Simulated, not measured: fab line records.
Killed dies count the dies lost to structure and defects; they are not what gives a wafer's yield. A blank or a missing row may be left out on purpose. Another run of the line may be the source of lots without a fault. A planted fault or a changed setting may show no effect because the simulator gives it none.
Matching of chambers / flow gf180mcu / pecvd-02 running GF_MIM_CVD_05: 3 sister chambers
The step deposits Si3N4, target thk 42 nm, time 29.086 s. 3 wafers are shown with their chamber, then 11 later ones without.

## EACH WAFER AND ITS CHAMBER
wafer=L086.2; chamber=0; heater power outer w (W)=546
wafer=L088.5; chamber=1; heater power outer w (W)=347
wafer=L089.1; chamber=2; heater power outer w (W)=333

## WAFERS MISSING THEIR CHAMBER
wafer=L089.5; heater power outer w (W)=305
wafer=L089.6; heater power outer w (W)=513
wafer=L092.1; heater power outer w (W)=374
wafer=L092.3; heater power outer w (W)=354
wafer=L092.6; heater power outer w (W)=531
wafer=L093.1; heater power outer w (W)=468
wafer=L093.2; heater power outer w (W)=305
wafer=L093.4; heater power outer w (W)=459
wafer=L094.1; heater power outer w (W)=562
wafer=L094.2; heater power outer w (W)=308
wafer=L094.4; heater power outer w (W)=333

## EACH ONE'S CHAMBER
wafer=L089.5; from the rows above=can't be placed: 2 or 1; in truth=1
wafer=L089.6; from the rows above=0; in truth=0
wafer=L092.1; from the rows above=can't be placed: 1 or 2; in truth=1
wafer=L092.3; from the rows above=can't be placed: 1 or 2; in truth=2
wafer=L092.6; from the rows above=0; in truth=0
wafer=L093.1; from the rows above=can't be placed: 0 or 1 or 2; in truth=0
wafer=L093.2; from the rows above=can't be placed: 2 or 1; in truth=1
wafer=L093.4; from the rows above=can't be placed: 0 or 1 or 2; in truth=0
wafer=L094.1; from the rows above=0; in truth=0
wafer=L094.2; from the rows above=can't be placed: 2 or 1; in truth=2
wafer=L094.4; from the rows above=can't be placed: 2 or 1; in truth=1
Placed correctly: 3 of 11. Can't be placed from these rows: 8 (the true chamber is among the candidates in 8). Number placed wrongly: 0.
How it was worked out, from the rows above alone: a wafer's distance from a chamber is the root of the sum, over the readings, of the square of ((its reading less the chamber's mean) divided by the reading's scatter). The wafer belongs to the nearest chamber; if the next one is less than 2 further off, it can't be placed. Each chamber's mean is taken over the wafers shown for it. The scatter (one wafer shown for each chamber): square how far every hidden wafer sits from the nearest shown wafer, average those squares and take the square root.
